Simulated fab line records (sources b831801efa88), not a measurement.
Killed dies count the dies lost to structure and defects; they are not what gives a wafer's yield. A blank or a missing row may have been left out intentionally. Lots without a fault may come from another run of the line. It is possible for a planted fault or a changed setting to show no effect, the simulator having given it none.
fab line records + flow sky130 + part 2 of 2: steps 25 to 33 of 33
record
- lots=5
- wafers=15
- last_day=49
route steps=708 shown SONOS_ONO@173 GATE_OXIDE@187 POLY_GATE@204
lots untouched by any fault: they come from a run of this same line in which no faults occurred
start_h: start of the lot's first displayed wafer, in hours after the record's first day + wait_h: hours from the lot's prior step to this one + " repeats the value in the row above + L1.1+2: one row covering several wafers at once + - value missing, or start not given + * or withheld: withheld + < > ~ a bound
route shown NAME@n: names a module that has steps shown in the file, with the first one's number in the route + usual: mean and standard deviation over wafers with no fault + same: alike in all rows + chamber/n: place in a boat + sites: readings site by site + _std_site: the values' standard deviation + _edge_site: mean of outer sites minus mean of inner sites + radius_mm: how far each site lies from the wafer's centre + mask NAME#n: copy n + behind: tool/chamber where the wafer was last shaped + hold: the reason the lot was held/the length of the hold in hours/how it ended + device: transistor that didn't switch, given as n, p or np + end of line: the same wafers' tests at the end of the route + for a step that has no rows: nothing shown but its recipe + killed: not the wafer's yield, but the dies lost to structure and defects at the first sort + map: a wafer's dies, x killed, . not, _ none there
set.NAME: setting as actually run; set.NAME@STEP: the setting as run at that earlier step + model.NAME: the simulator's own value behind a step, which no gauge read
lots at selected steps of the route; one table per step, one row per wafer
services: the hour from which a tool's chamber was out of use, counted from the record's first day as start_h (under 0 if before that day), plus the number of hours and why
## steps
# step SKY_GATE_OXIDE_OVL_MEAS_10
# usual
- GATE_OXIDE_OVL=-0.4/1.4
| lot.wafer | tool       | chamber | start_h | wait_h | GATE_OXIDE_OVL[nm] |
|-----------|------------|---------|---------|--------|--------------------|
| L081.1    | overlay-02 | -       | 369.48  | 0.1    | 0.6                |
| L081.4    | "          | -       | "       | "      | 1.3                |
| L081.5    | "          | -       | "       | "      | 1.4                |
| L082.1    | overlay-02 | -       | 386.57  | 0.1    | 1.2                |
| L082.5    | "          | -       | "       | "      | 0.6                |
| L082.6    | "          | -       | "       | "      | 2.8                |
| L089.1    | overlay-02 | -       | 446.22  | 0.1    | 1.2                |
| L089.3    | "          | -       | "       | "      | -1.3               |
| L089.4    | "          | -       | "       | "      | 0.4                |
| L091.2    | overlay-02 | -       | 450.65  | 0.1    | 0.5                |
| L091.5    | "          | -       | "       | "      | -1.7               |
| L091.6    | "          | -       | "       | "      | 1.2                |
| L094.3    | overlay-02 | -       | 479.91  | 0.1    | 2.1                |
| L094.4    | "          | -       | "       | "      | 0.1                |
| L094.5    | "          | -       | "       | "      | 1.4                |
# step SKY_GATE_OXIDE_IMPLANT_11
# recipe
- species=B
- energy_kev=10
- dose_cm2=2.6e+12
- tilt_deg=withheld
# usual
- beam_on_s=9.97/0.2
- end_station_pressure_torr=5.04e-06/2.6e-07
| lot.wafer | tool         | chamber | start_h | wait_h | beam_on_s | end_station_pressure_torr |
|-----------|--------------|---------|---------|--------|-----------|---------------------------|
| L081.1    | implanter-04 | 0       | 369.51  | 0.0    | 10.19     | 5.04e-06                  |
| L081.4    | "            | 0       | "       | "      | 9.34      | 5.01e-06                  |
| L081.5    | "            | 0       | "       | "      | 9.79      | 5.43e-06                  |
| L082.1    | implanter-04 | 0       | 386.60  | 0.0    | 9.91      | 5.19e-06                  |
| L082.5    | "            | 0       | "       | "      | 10.09     | 5.03e-06                  |
| L082.6    | "            | 0       | "       | "      | 10.19     | 4.82e-06                  |
| L089.1    | implanter-02 | 0       | 446.26  | 0.0    | 10.09     | 5.09e-06                  |
| L089.3    | "            | 0       | "       | "      | 10.27     | 5.2e-06                   |
| L089.4    | "            | 0       | "       | "      | 10.04     | 4.93e-06                  |
| L091.2    | implanter-04 | 0       | 450.71  | 0.0    | 10.16     | 5.09e-06                  |
| L091.5    | "            | 0       | "       | "      | 9.89      | 4.93e-06                  |
| L091.6    | "            | 0       | "       | "      | 9.97      | 5.05e-06                  |
| L094.3    | implanter-02 | 0       | 479.98  | 0.1    | 9.84      | 4.95e-06                  |
| L094.4    | "            | 0       | "       | "      | 10.19     | 4.73e-06                  |
| L094.5    | "            | 0       | "       | "      | 10.02     | 4.76e-06                  |
# step SKY_GATE_OXIDE_WET_ETCH_12
# recipe
- chemistry=dHF
- target_depth_nm=16.8
- dry=n2_spin
- target=SiO2
- dilution=100:1
- temp_c=25
- time_s=336
| lot.wafer  | tool         | chamber | start_h | wait_h |
|------------|--------------|---------|---------|--------|
| L081.1+4+5 | wet_bench-04 | 0       | 369.66  | 0.1    |
| L082.1+5+6 | wet_bench-03 | 1       | 386.75  | 0.1    |
| L089.1+3+4 | wet_bench-02 | 2       | 446.41  | 0.1    |
| L091.2+5+6 | wet_bench-04 | 2       | 450.83  | 0.1    |
| L094.3+4+5 | wet_bench-03 | 0       | 480.08  | 0.1    |
# step SKY_GATE_OXIDE_STRIP_13
# recipe
- chemistry=O2/N2
- power_w=1400
- pressure_mtorr=1500
- platen_temp_c=withheld
- o2_flow_sccm=3000
- n2_flow_sccm=300
- overash_fraction=0.5
# usual
- drypump_motor_current_A=5.96/0.28
- oes_product_au=0.715/0.0043
- strip_time_to_endpoint_s=14.19/0.043
| lot.wafer | tool            | chamber | start_h | wait_h | drypump_motor_current_A | oes_product_au | rf_hours_counter_h | strip_time_to_endpoint_s |
|-----------|-----------------|---------|---------|--------|-------------------------|----------------|--------------------|--------------------------|
| L081.1    | plasma_asher-02 | 1       | 369.76  | 0.0    | 5.53                    | 0.717          | 67                 | 14.28                    |
| L081.4    | "               | 1       | "       | "      | 5.51                    | 0.719          | -                  | 14.28                    |
| L081.5    | "               | 1       | "       | "      | 5.53                    | 0.724          | -                  | 14.29                    |
| L082.1    | plasma_asher-03 | 0       | 386.97  | 0.0    | 6.46                    | 0.717          | 27                 | 14.18                    |
| L082.5    | "               | 0       | "       | "      | 6.46                    | 0.717          | -                  | 14.16                    |
| L082.6    | "               | 1       | "       | "      | 5.80                    | 0.713          | -                  | 14.19                    |
| L089.1    | plasma_asher-01 | 0       | 446.51  | 0.0    | 6.13                    | 0.710          | 63                 | 14.16                    |
| L089.3    | "               | 0       | "       | "      | 6.13                    | 0.711          | -                  | 14.16                    |
| L089.4    | "               | 1       | "       | "      | 6.08                    | 0.717          | -                  | 14.13                    |
| L091.2    | plasma_asher-01 | 0       | 450.93  | 0.0    | 6.16                    | 0.717          | 63                 | 14.17                    |
| L091.5    | "               | 1       | "       | "      | 6.12                    | 0.717          | -                  | 14.15                    |
| L091.6    | "               | 0       | "       | "      | 6.14                    | 0.709          | -                  | 14.22                    |
| L094.3    | plasma_asher-02 | 0       | 480.22  | 0.0    | 5.92                    | 0.715          | -                  | 14.27                    |
| L094.4    | "               | 1       | "       | "      | 5.50                    | 0.718          | -                  | 14.26                    |
| L094.5    | "               | 1       | "       | "      | 5.56                    | 0.716          | -                  | 14.22                    |
# step SKY_GATE_OXIDE_TW_MEAS_14
# usual
- GATE_OXIDE_TW=225/5
| lot.wafer | tool          | chamber | start_h | wait_h | GATE_OXIDE_TW |
|-----------|---------------|---------|---------|--------|---------------|
| L081.1    | film_metro-02 | -       | 369.86  | 0.1    | 231           |
| L081.4    | "             | -       | "       | "      | 230           |
| L081.5    | "             | -       | "       | "      | 231           |
| L082.1    | film_metro-02 | -       | 387.07  | 0.1    | 229           |
| L082.5    | "             | -       | "       | "      | 233           |
| L082.6    | "             | -       | "       | "      | 231           |
| L089.1    | film_metro-04 | -       | 446.61  | 0.1    | 221           |
| L089.3    | "             | -       | "       | "      | 221           |
| L089.4    | "             | -       | "       | "      | 220           |
| L091.2    | film_metro-02 | -       | 451.04  | 0.1    | 230           |
| L091.5    | "             | -       | "       | "      | 230           |
| L091.6    | "             | -       | "       | "      | 231           |
| L094.3    | film_metro-04 | -       | 480.30  | 0.1    | 220           |
| L094.4    | "             | -       | "       | "      | 218           |
| L094.5    | "             | -       | "       | "      | 220           |
# step SKY_GATE_OXIDE_CLEAN_15
# recipe
- chemistry=SC1/SC2
- mix=1:4:20
- temp_c=70
- time_s=150
- dry=n2_spin
# usual
- bath_guard_temp_C=70.2/0.37
| lot.wafer | tool         | chamber | start_h | wait_h | bath_guard_temp_C |
|-----------|--------------|---------|---------|--------|-------------------|
| L081.1    | wet_bench-02 | 3       | 369.92  | 0.1    | 70.1              |
| L081.4    | "            | 3       | "       | "      | 70.2              |
| L081.5    | "            | 3       | "       | "      | 70.4              |
| L082.1    | wet_bench-03 | 1       | 387.13  | 0.1    | 70.1              |
| L082.5    | "            | 1       | "       | "      | 70.4              |
| L082.6    | "            | 1       | "       | "      | 70.1              |
| L089.1    | wet_bench-03 | 1       | 446.67  | 0.1    | 70.1              |
| L089.3    | "            | 1       | "       | "      | 70.4              |
| L089.4    | "            | 1       | "       | "      | 70.3              |
| L091.2    | wet_bench-02 | 0       | 451.09  | 0.0    | 69.5              |
| L091.5    | "            | 0       | "       | "      | 69.8              |
| L091.6    | "            | 0       | "       | "      | 70.2              |
| L094.3    | wet_bench-04 | 2       | 480.34  | 0.0    | 70.0              |
| L094.4    | "            | 2       | "       | "      | 70.6              |
| L094.5    | "            | 2       | "       | "      | 70.3              |
# step SKY_GATE_OXIDE_OXIDATION_16
# recipe
- temp_c=800
- ambient=O2
- idle_temp_c=700
- ramp_up_c_per_min=10
- ramp_down_c_per_min=3
- stabilise_s=600
- purge_s=300
- target_thk_a=35.7
- ox_time_s=1915
# usual
- spike_tc_bottom_C=820.6/0.97
- tube_center_temp_C_max=802.1/0.32
| lot.wafer | tool       | chamber | start_h | wait_h | spike_tc_bottom_C | tube_center_temp_C_max |
|-----------|------------|---------|---------|--------|-------------------|------------------------|
| L081.1    | furnace-01 | 0       | 370.97  | 1.0    | 818.7             | 802.1                  |
| L081.4    | "          | 0       | "       | "      | 819.4             | 802.6                  |
| L081.5    | "          | 0       | "       | "      | 819.5             | 801.9                  |
| L082.1    | furnace-01 | 0       | 387.74  | 0.5    | 819.3             | 801.8                  |
| L082.5    | "          | 0       | "       | "      | 819.4             | 802.3                  |
| L082.6    | "          | 0       | "       | "      | 820.2             | 802.1                  |
| L089.1    | furnace-01 | 0       | 446.72  | 0.0    | 819.8             | 802.4                  |
| L089.3    | "          | 0       | "       | "      | 821.2             | 801.7                  |
| L089.4    | "          | 0       | "       | "      | 821.7             | 801.8                  |
| L091.2    | furnace-02 | 0       | 451.45  | 0.3    | 819.9             | 802.1                  |
| L091.5    | "          | 0       | "       | "      | 822.4             | 801.7                  |
| L091.6    | "          | 0       | "       | "      | 820.8             | 801.7                  |
| L094.3    | furnace-01 | 0       | 480.39  | 0.0    | 821.5             | 802.2                  |
| L094.4    | "          | 0       | "       | "      | 819.9             | 801.7                  |
| L094.5    | "          | 0       | "       | "      | 820.5             | 802.9                  |
# step SKY_POLY_GATE_CVD_00
# recipe
- material=poly-Si
- target_thk_nm=180
- temp_c=620
- time_s=720
- pressure_mtorr=200
# usual
- spike_tc_bottom_C=637.1/1.1
| lot.wafer | tool     | chamber | start_h | wait_h | spike_tc_bottom_C |
|-----------|----------|---------|---------|--------|-------------------|
| L081.1    | lpcvd-01 | 0       | 372.50  | 0.0    | 637.1             |
| L081.4    | "        | 0       | "       | "      | 636.1             |
| L081.5    | "        | 0       | "       | "      | 637.7             |
| L082.1    | lpcvd-01 | 0       | 389.27  | 0.0    | 636.7             |
| L082.5    | "        | 0       | "       | "      | 635.9             |
| L082.6    | "        | 0       | "       | "      | 635.9             |
| L089.1    | lpcvd-01 | 1       | 448.25  | 0.0    | 637.5             |
| L089.3    | "        | 1       | "       | "      | 638.3             |
| L089.4    | "        | 1       | "       | "      | 638.1             |
| L091.2    | lpcvd-01 | 0       | 452.98  | 0.0    | 635.2             |
| L091.5    | "        | 0       | "       | "      | 638.6             |
| L091.6    | "        | 0       | "       | "      | 635.7             |
| L094.3    | lpcvd-01 | 1       | 481.93  | 0.0    | 637.7             |
| L094.4    | "        | 1       | "       | "      | 639.1             |
| L094.5    | "        | 1       | "       | "      | 636.8             |
# step SKY_POLY_GATE_THK_MEAS_01
# recipe
- reads=poly-Si_of_POLY_GATE_CVD_00
# usual
- POLY_GATE_CVD_00_THK=180.4/1.7
| lot.wafer | tool          | chamber | start_h | wait_h | POLY_GATE_CVD_00_THK[nm] |
|-----------|---------------|---------|---------|--------|--------------------------|
| L081.1    | film_metro-01 | -       | 373.70  | 0.0    | 180.7                    |
| L081.4    | "             | -       | "       | "      | 180.8                    |
| L081.5    | "             | -       | "       | "      | 180.5                    |
| L082.1    | film_metro-01 | -       | 390.47  | 0.0    | 182.0                    |
| L082.5    | "             | -       | "       | "      | 181.9                    |
| L082.6    | "             | -       | "       | "      | 181.9                    |
| L089.1    | film_metro-01 | -       | 449.45  | 0.0    | 179.3                    |
| L089.3    | "             | -       | "       | "      | 180.0                    |
| L089.4    | "             | -       | "       | "      | 179.3                    |
| L091.2    | film_metro-03 | -       | 454.19  | 0.0    | 180.3                    |
| L091.5    | "             | -       | "       | "      | 178.1                    |
| L091.6    | "             | -       | "       | "      | 179.1                    |
| L094.3    | film_metro-03 | -       | 483.15  | 0.0    | 178.1                    |
| L094.4    | "             | -       | "       | "      | 180.1                    |
| L094.5    | "             | -       | "       | "      | 179.5                    |
## services
| tool             | chamber | start_h | hours | kind   |
|------------------|---------|---------|-------|--------|
| implanter-04     | -       | 306.67  | 1.8   | repair |
| implanter-04     | -       | 326.57  | 22.0  | pm     |
| iline_stepper-01 | -       | 327.30  | 1.7   | pm     |
| rie_diel-04      | -       | 327.84  | 2.8   | pm     |
| iline_stepper-01 | -       | 335.80  | 3.2   | repair |
| plasma_asher-02  | -       | 347.63  | 2.8   | pm     |
| plasma_asher-03  | -       | 403.86  | 0.7   | repair |
| implanter-04     | -       | 404.35  | 1.2   | repair |
| plasma_asher-03  | -       | 407.37  | 3.8   | repair |
| implanter-04     | -       | 413.14  | 5.0   | repair |
| plasma_asher-02  | -       | 416.13  | 1.8   | repair |
| furnace-01       | -       | 417.78  | 2.9   | pm     |
| plasma_asher-02  | -       | 418.35  | 3.1   | repair |
| rie_diel-04      | 1       | 420.96  | 6.2   | repair |
| plasma_asher-02  | -       | 421.41  | 9.0   | pm     |
| furnace-02       | -       | 424.15  | 3.1   | pm     |
| furnace-01       | -       | 427.46  | 4.5   | pm     |
| iline_stepper-02 | -       | 434.15  | 4.4   | pm     |
| lpcvd-01         | -       | 454.18  | 2.8   | pm     |
| iline_stepper-02 | -       | 454.48  | 1.7   | pm     |
| iline_stepper-02 | -       | 459.52  | 9.0   | repair |
| furnace-02       | -       | 466.34  | 4.4   | pm     |
| wet_bench-04     | -       | 469.02  | 4.5   | repair |
| iline_stepper-01 | -       | 476.30  | 3.0   | repair |
